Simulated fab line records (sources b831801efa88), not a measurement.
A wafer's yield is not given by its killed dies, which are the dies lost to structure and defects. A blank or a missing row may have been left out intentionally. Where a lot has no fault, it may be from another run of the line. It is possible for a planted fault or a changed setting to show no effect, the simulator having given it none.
Commonality check across tools | flow gf180mcu | Sampled: 15 lots, 54 wafers

REASON IT WAS OPENED
At GF_HV_LDD_OVL_MEAS_32 the reading HV_LDD_02_OVL is flagged on 3 of 15 lots. No-fault wafers: -0.5 nm, standard deviation 1.3.
Rule: a lot is flagged when every wafer of it that has a number lies more than 4 standard deviations from that mean, or none has a number. The other lots count as sound.

lot  | measured     | on         | HV_LDD_02_OVL (nm), wafer by wafer  | flag
L560 | day 11 16:57 | overlay-01 | -0.5 -1.8 -0.6                      |
L564 | day 13 05:05 | overlay-02 | -0.7 -0.4 1.2                       |
L565 | day 13 13:11 | overlay-02 | 0.4 1.4 0.9                         |
L566 | day 13 20:41 | overlay-01 | -1.2 -3.5 -0.4                      |
L568 | day 14 11:26 | overlay-02 | 1.0 1.0 1.4                         |
L569 | day 14 21:50 | overlay-01 | -0.6 -1.1 0.1                       |
L570 | day 15 02:14 | overlay-01 | -2.5 -2.9 -0.6                      |
L571 | day 15 08:14 | overlay-01 | -1.4 -1.3 0.2                       |
L572 | day 15 18:44 | overlay-01 | 204.3 203.6 201.6 205.2 203.3 202.2 | FLAGGED
L573 | day 16 01:08 | overlay-02 | -0.8 -0.5 1.5                       |
L574 | day 16 06:17 | overlay-01 | 201.9 202.3 201.0 202.2 202.6 200.7 | FLAGGED
L577 | day 17 19:47 | overlay-01 | -0.4 -0.7 -1.8                      |
L579 | day 18 03:29 | overlay-02 | 204.0 202.7 203.7 203.9 202.7 203.9 | FLAGGED
L580 | day 18 13:17 | overlay-02 | 0.9 1.1 1.0                         |
L581 | day 19 02:50 | overlay-02 | -0.9 1.7 0.3                        |
The numbers of the flagged lots are 202.9 nm on average: +203.4 nm against the usual, or +99 or more standard deviations.

WHICH TOOL EACH LOT WENT THROUGH
The record holds 1 process step before the reading, out of a route of 602 steps. Cell contents, in order: the tool; ch with the chambers the sampled wafers went through; the start.
lot  | flag    | GF_HV_LDD_EXPOSE_28
L560 |         | iline-stepper-02 ch 0, day 11 07:38
L564 |         | iline-stepper-02 ch 0, day 12 19:06
L565 |         | iline-stepper-01 ch 0, day 13 03:53
L566 |         | iline-stepper-01 ch 0, day 13 10:26
L568 |         | iline-stepper-02 ch 0, day 14 01:37
L569 |         | iline-stepper-02 ch 0, day 14 11:25
L570 |         | iline-stepper-02 ch 0, day 14 16:08
L571 |         | iline-stepper-01 ch 0, day 14 22:47
L572 | FLAGGED | iline-stepper-02 ch 0, day 15 07:56
L573 |         | iline-stepper-01 ch 0, day 15 14:47
L574 | FLAGGED | iline-stepper-02 ch 0, day 15 19:58
L577 |         | iline-stepper-01 ch 0, day 17 08:03
L579 | FLAGGED | iline-stepper-02 ch 0, day 17 16:20
L580 |         | iline-stepper-01 ch 0, day 18 01:32
L581 |         | iline-stepper-01 ch 0, day 18 14:14
These steps, and what they do:
- GF_HV_LDD_EXPOSE_28: exposes mask Nplus HV AREA, target cd 400 nm.
- GF_HV_LDD_OVL_MEAS_32

FLAGGED OVER TOTAL, TOOL BY TOOL (the gauges that took the reading come last)
step                  | tool             | lots run | flagged | share of the flagged lots | sound lots run after its first flagged lot
GF_HV_LDD_EXPOSE_28   | iline-stepper-01 | 7        | 0       | none                      | -
GF_HV_LDD_EXPOSE_28   | iline-stepper-02 | 8        | 3       | all                       | 0
GF_HV_LDD_OVL_MEAS_32 | overlay-01       | 8        | 2       | some                      | 1 (L577)
GF_HV_LDD_OVL_MEAS_32 | overlay-02       | 7        | 1       | some                      | 2 (L580,L581)

THE TABLE: WHAT IT ALLOWS
Rows of the table that ran each flagged lot: 1, that is iline-stepper-02 at GF_HV_LDD_EXPOSE_28.
- iline-stepper-02 at GF_HV_LDD_EXPOSE_28 ran 8 lots, 3 of them flagged. Last sound lot L570 at day 14 16:08, first flagged lot L572 at day 15 07:56; a fault beginning in between fits.
iline-stepper-02 at GF_HV_LDD_EXPOSE_28 is the single tool remaining.

WHAT WAS PUT IN BY THE SIMULATOR
Scanner matching overlay: iline-stepper-02, from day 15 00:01 on, at GF_HV_LDD_EXPOSE_28. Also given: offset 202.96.
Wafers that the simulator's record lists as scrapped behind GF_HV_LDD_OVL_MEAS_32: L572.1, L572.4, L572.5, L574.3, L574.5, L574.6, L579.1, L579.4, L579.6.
Struck lots among those shown: L572, L574, L579. The same result came from the rule above.
